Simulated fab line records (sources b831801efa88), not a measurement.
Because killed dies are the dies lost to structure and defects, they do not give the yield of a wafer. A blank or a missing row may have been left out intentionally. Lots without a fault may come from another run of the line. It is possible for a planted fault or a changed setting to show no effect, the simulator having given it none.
Matching of chambers | flow sky130 | cmp-02 running SKY_VIA3_CMP_24: 4 sister chambers
The step polishes, stops on SiO2, t overpolish 20 s, target thk 0 nm. 7 wafers are shown with their chamber, then 7 later ones without.

## WAFERS WITH THEIR CHAMBER
wafer  | chamber | motorCurrentA (A) | retainingRingPressureFrac
L632.3 | 1       | 11.9              | 0.991
L631.4 | 0       | 11.8              | 1.002
L631.5 | 0       | 11.6              | 0.994
L633.4 | 3       | 8.8               | 0.997
L633.5 | 3       | 10.0              | 1.001
L642.2 | 2       | 8.6               | 0.997
L642.6 | 2       | 8.7               | 1.000

## WAFERS MISSING THEIR CHAMBER
wafer  | motorCurrentA (A) | retainingRingPressureFrac
L643.6 | 8.8               | 0.998
L644.1 | 11.2              | 0.998
L644.3 | 8.6               | 1.003
L644.6 | 11.5              | 0.995
L646.1 | 11.5              | 1.000
L646.3 | 8.8               | 1.007
L646.4 | 11.1              | 1.005

## THE CHAMBER EACH PASSED THROUGH
wafer  | from the rows above          | in truth
L643.6 | can't be placed: 2 or 3      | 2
L644.1 | can't be placed: 0 or 1      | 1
L644.3 | can't be placed: 2 or 3      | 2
L644.6 | can't be placed: 0 or 1      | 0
L646.1 | can't be placed: 0 or 1      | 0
L646.3 | can't be placed: 2 or 3      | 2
L646.4 | can't be placed: 0 or 3 or 1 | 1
Correct placement for 0 of the 7. Unplaceable from these rows: 7, with the true chamber sitting among the candidates in 7. Number placed wrongly: 0.
How it was worked out, from the rows above alone: a wafer's distance from a chamber is the root of the sum, over the readings, of the square of ((its reading less the chamber's mean) divided by the reading's scatter). The wafer belongs to the nearest chamber; if the next one is less than 2 further off, it can't be placed. A chamber's mean is the mean of its shown wafers. How the scatter is found: for the shown wafers, subtract from each reading the mean of its chamber, square and add these, divide the total by (wafers less chambers), then take the root.
